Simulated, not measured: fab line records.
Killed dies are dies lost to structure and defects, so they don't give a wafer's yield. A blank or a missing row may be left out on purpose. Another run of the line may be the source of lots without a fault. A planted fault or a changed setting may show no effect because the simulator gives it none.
A struck lot beside a sound one	flow sky130	15 steps out of a route of 708
Sound: wafers L371.1, L371.3, L371.5. Struck: wafers L381.2, L381.5, L381.6. The cause comes at the end.
Order at every step that has rows: each side's tool, ch and its chambers, its first start. Under that, the readings that differ: sound wafers	struck wafers	difference of the means	sigmas: that difference in standard deviations of wafers without a fault.
alike: words and numbers the same on both sides, and readings whose means are apart by under 2 such deviations; not compared: readings that were withheld, readings missing a value for some wafer, numbers with overlapping values and no deviation given by the record, and bounds like >300 which may hide the same value.
A row with sigmas, a row that says differs or no value, or rows on one side alone: a step with any of these is where the two part. Numbers that don't overlap but have no deviation are shown without sigmas and don't part them. Lack of a reading on every wafer of one side parts them only where that side has two or more wafers.

SKY_VIA4_THK_MEAS_01:
  sound on film_metro-03, day 42 09:29; struck on film_metro-04, day 45 04:05
  alike: VIA4_HDPCVD_THK
SKY_VIA4_CMP_02: polishes SiO2.
  sound on cmp-01 ch 1,3, day 42 09:37; struck on cmp-01 ch 2,3, day 45 04:08
  alike: edge_zone_pressure_frac, motor_current_A
SKY_VIA4_BOW_MEAS_03:
  sound on film_metro-01, day 42 09:52; struck on film_metro-03, day 45 04:27
  alike: VIA4_BOW
then, 7 steps without rows for these wafers: SKY_VIA4_DEHYDRATE_04 (time 60 s); SKY_VIA4_HMDS_05 (prime time 60 s); SKY_VIA4_COAT_06 (resist thk 1140 nm); SKY_VIA4_SOFTBAKE_07 (time 60 s); SKY_VIA4_EXPOSE_08 (exposes mask VIM4, target cd 800 nm); SKY_VIA4_PEB_09; SKY_VIA4_DEVELOP_10 (develop time 60 s).
SKY_VIA4_OVL_MEAS_11:
  sound on overlay-02, day 43 08:29; struck on overlay-02, day 46 01:00
  alike: VIA4_OVL
SKY_VIA4_ETCH_12: etches SiO2 in C4F8/O2/Ar, stops on TiN, target depth 580 nm.
  sound on rie_diel-01 ch 0,1,2, day 43 08:31; struck on rie_diel-01 ch 0,1,3, day 46 01:02
  alike: oes_product_au
SKY_VIA4_STRIP_13: strips in O2/N2.
  sound on plasma_asher-04 ch 0,1, day 43 08:35; struck on plasma_asher-02 ch 0,1, day 46 01:07
  no value came back on the struck wafers for any of 5 readings (chamber_pressure_mTorr (mTorr), drypump_motor_current_A (A) and others); on the sound wafers chamber_pressure_mTorr (mTorr) reads 1501.1 1500.9 1499.9
reading	sound	struck	difference	sigmas
model.NOVOLAK_of_VIA4_COAT_06.thk_nm (nm)	0 0 0	1004 1004 1001	+1003	
  not compared: rf_hours_counter_h
then, 1 step without rows for these wafers: SKY_VIA4_STRIP_14 (strips in post etch residue remover, time 1200 s).
-- the record jumps here: 3 days lie between the struck wafers' starts before and after (it left off in module VIA4 and takes up again in module PAD_OPEN, whose first step shown is number 708 of the route) --
SKY_PAD_OPEN_PROBE_99:
  sound on prober-02, day 46 07:30; struck on prober-01, day 48 16:22
reading	sound	struck	difference	sigmas
defect_limited_yield (%)	80.9 85.0 77.8	1.0 1.0 0.2	-80.5	-38
killed_at_M0_to_M3	51 35 58	13 6 9	-39	-5
killed_at_M4_up	1 1 3	470 471 476	+471	+99 or more
killed_at_contacts	29 21 34	2 7 4	-24	-5
killed_at_front_end	12 17 14	2 3 2	-12	-3
killed_dies	94 74 109	487 487 491	+396	+40
killed_on_rim	18 13 22	95 94 96	+77	+21
killed_open	63 32 68	9 9 7	-46	-7
killed_short	31 42 41	9 8 9	-29	-5
sort_bin_3_pad_short (%)	1.0 0.6 0.8	25.6 24.6 22.2	+23.3	+65
sort_bin_5_function (%)	11.2 9.3 12.4	71.1 72.6 75.4	+62.1	+41
sort_bin_6_memory (%)	6.9 5.1 8.9	2.2 1.8 2.2	-4.9	-4
sort_n_pass	398 418 383	5 5 1	-396	-40
sort_yield_pct (%)	80.9 85.0 77.8	1.0 1.0 0.2	-80.5	-38
  alike: killed_at_other

## WHERE THEY PART
At SKY_VIA4_STRIP_13 first; at SKY_PAD_OPEN_PROBE_99 last (within this record only).

WHY: whatever the simulator had introduced
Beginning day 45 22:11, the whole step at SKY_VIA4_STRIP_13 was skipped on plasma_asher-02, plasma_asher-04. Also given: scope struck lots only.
